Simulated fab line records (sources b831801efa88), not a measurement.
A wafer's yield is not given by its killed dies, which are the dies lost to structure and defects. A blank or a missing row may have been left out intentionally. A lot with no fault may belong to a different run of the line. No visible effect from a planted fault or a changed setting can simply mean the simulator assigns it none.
Which tool was responsible?    flow sky130    36 wafers from 12 lots sampled at 3 of the route's 708 steps

## WHAT THE GAUGES SHOWED, per wafer
SKY_CAP2M_THK_MEAS_01. Usual: CAP2M_CVD_00_THK gives 15.45 nm (standard deviation 0.24).
lot   measured      on            CAP2M_CVD_00_THK (nm)  flag
L876  day 39 17:07  filmMetro-02  15.62 15.55 15.35      
L880  day 40 23:19  filmMetro-02  15.04 15.07 15.30      
L882  day 41 06:55  filmMetro-03  15.21 15.40 15.18      
L883  day 41 19:20  filmMetro-02  15.46 15.48 15.84      
L885  day 42 11:35  filmMetro-01  15.48 15.47 15.46      
L886  day 42 19:23  filmMetro-01  15.22 15.55 15.68      
L887  day 43 08:53  filmMetro-03  15.09 15.52 15.42      
L888  day 43 12:38  filmMetro-02  15.23 15.68 15.61      
L889  day 43 15:50  filmMetro-02  15.07 15.01 15.48      
L891  day 44 08:27  filmMetro-03  15.31 15.58 15.69      
L894  day 44 22:10  filmMetro-03  15.11 15.11 15.39      
L898  day 45 21:46  filmMetro-02  15.49 15.50 15.60      

SKY_METAL4_CD_MEAS_13: target cd 300 nm. Usual: cdNm reads 299.8 nm (standard deviation 1.3).
lot   measured      on        cdNm (nm)          flag
L876  day 41 18:17  cdSem-01  300.6 301.4 298.8  
L880  day 42 22:50  cdSem-02  297.9 298.4 296.7  
L882  day 43 06:07  cdSem-01  301.5 301.0 302.1  
L883  day 43 19:02  cdSem-01  298.0 298.3 299.1  
L885  day 44 09:14  cdSem-02  299.8 302.2 300.9  
L886  day 44 16:20  cdSem-02  300.5 299.6 300.3  
L887  day 45 05:43  cdSem-01  300.0 300.1 300.6  
L888  day 45 08:38  cdSem-01  301.6 301.0 302.4  
L889  day 45 11:55  cdSem-01  299.2 299.0 298.7  
L891  day 46 03:51  cdSem-01  298.1 298.8 299.7  
L894  day 46 16:53  cdSem-01  299.3 299.4 298.9  
L898  day 47 15:05  cdSem-02  299.1 299.0 299.4  

## TOOL THAT RAN EACH LOT (tool first, then ch and the chambers of the sampled wafers, then the start)
lot   SKY_CAP2M_CVD_00
L876  pecvd-03 ch 0,1,2, day 39 17:04
L880  pecvd-01 ch 0,1,2, day 40 23:18
L882  pecvd-01 ch 1,2, day 41 06:54
L883  pecvd-02 ch 0,1,2, day 41 19:18
L885  pecvd-01 ch 1,2, day 42 11:32
L886  pecvd-03 ch 0,2, day 42 19:21
L887  pecvd-03 ch 0,2, day 43 08:52
L888  pecvd-03 ch 0,2, day 43 12:35
L889  pecvd-01 ch 1,2, day 43 15:49
L891  pecvd-01 ch 0,1,2, day 44 08:25
L894  pecvd-01 ch 0,1,2, day 44 22:08
L898  pecvd-01 ch 0,1,2, day 45 21:43
- SKY_CAP2M_CVD_00: deposits SiO2, target thk 15.5 nm.

## WHAT THE TOOLS THEMSELVES READ (means of the sampled wafers that have a number; where no wafer has one, the mark that the record gives instead)
SKY_CAP2M_CVD_00. Usual: heaterPowerW 708 W, standard deviation 83; rfFwdPowerW 443.0 W, standard deviation 2.2.
lot   tool      heaterPowerW (W)  rfFwdPowerW (W)  flag
L876  pecvd-03  713               443.0            
L880  pecvd-01  797               443.6            
L882  pecvd-01  693               445.3            
L883  pecvd-02  756               439.5            
L885  pecvd-01  748               441.7            
L886  pecvd-03  644               443.5            
L887  pecvd-03  657               442.8            
L888  pecvd-03  708               443.2            
L889  pecvd-01  778               443.2            
L891  pecvd-01  720               444.1            
L894  pecvd-01  739               444.0            
L898  pecvd-01  763               444.2            

## THE ANSWER, worked out from the rows above alone
Rule: a lot counts as off when the mean over its wafers that have a number is more than 3 standard deviations away from the usual mean. A lot without any number at a reading at which 4 lots or more have one is off too. The other lots that the step has rows for count as sound. First the gauges in route order, then the tools' own readings, where a lot's mean is used as printed above. The first step at which some lot is off is used, and at that step the reading that is off furthest; a lot without a number counts as furthest.
None of the lots is off at any reading shown; this tells nothing.

## WHAT THE SIMULATOR HAD PUT IN
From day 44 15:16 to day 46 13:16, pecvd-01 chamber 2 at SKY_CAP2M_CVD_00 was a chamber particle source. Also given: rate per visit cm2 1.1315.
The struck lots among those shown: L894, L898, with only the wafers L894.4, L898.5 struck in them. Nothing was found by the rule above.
